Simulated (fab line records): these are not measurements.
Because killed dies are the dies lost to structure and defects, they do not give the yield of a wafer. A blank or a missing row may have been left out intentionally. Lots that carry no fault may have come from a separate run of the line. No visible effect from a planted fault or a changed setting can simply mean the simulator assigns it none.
One fault through the eyes of 2 desks    flow sky130    numbers are kept per desk, each desk with only its own; the story behind them comes last

== FOR THE TOOL OWNER'S DESK: pecvd-01 ==
The tool's own readings at SKY_CAP2M_CVD_00 (deposits SiO2, target thk 15.5 nm): means of the sampled wafers that have a number, for each lot that ran on this tool. If a lot's mean is further than 4 standard deviations from the usual mean, the lot is out of limits and carries the mark OUT (the distance appears in the brackets).
Columns: A = heaterPowerW at SKY_CAP2M_CVD_00, usual 725 W
lot   first seen here  A
L586  day 39 15:35     742
L590  day 40 19:02     706
L601  day 44 04:11     793
L602  day 44 07:43     691
L606  day 45 11:29     728
This desk's finding: nothing out of limits on any of the 5 lots.

== METROLOGY DESK ==
What the gauges read, lot by lot, whatever tool the lot ran on: means of the sampled wafers that have a number. If a lot's mean is further than 4 standard deviations from the usual mean, the lot is out of limits and carries the mark OUT (the distance appears in the brackets).
Columns: A = CAP2M_CVD_00_THK at SKY_CAP2M_THK_MEAS_01, usual 15.48 nm; B = CAP2M_OVL at SKY_CAP2M_OVL_MEAS_12, usual 0.3 nm
lot   first seen here  A                B
L586  day 39 15:37     15.62            -0.1
L589  day 40 10:16     15.22            -1.2
L590  day 40 19:05     15.60            -0.2
L592  day 41 09:00     15.28            1.8
L596  day 42 17:13     15.70            1.0
L601  day 44 04:12     15.38            -0.7
L602  day 44 07:46     18.68 (+12) OUT  0.9
L606  day 45 11:31     22.13 (+26) OUT  -1.8
L605  day 45 13:01     15.82            0.6
L608  day 45 19:28     15.62            1.8
L609  day 45 23:40     15.74            -0.3
This desk reports L602, L606 out of limits; the earliest was L602 at day 44 07:46 (CAP2M_CVD_00_THK at SKY_CAP2M_THK_MEAS_01). L586, L589, L590, L592, L596, L601, L605, L608, L609 stayed within limits.

== PUT TOGETHER ==
L602, L606 would have let the metrology desk raise an alarm at day 44 07:46.
The desk of the tool owner found nothing out of limits.
Tool owner's desk: L602, L606 on record, inside its limits.
Of the lots named, all ran SKY_CAP2M_CVD_00 on pecvd-01.

== WHAT HAD BEEN PUT IN BY THE SIMULATOR ==
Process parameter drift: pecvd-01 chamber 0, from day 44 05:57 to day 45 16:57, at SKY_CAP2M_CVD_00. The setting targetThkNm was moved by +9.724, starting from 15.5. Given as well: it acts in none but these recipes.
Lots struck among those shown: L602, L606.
Delay in hours, fault start to first out-of-limits reading, per desk: metrology desk 2.
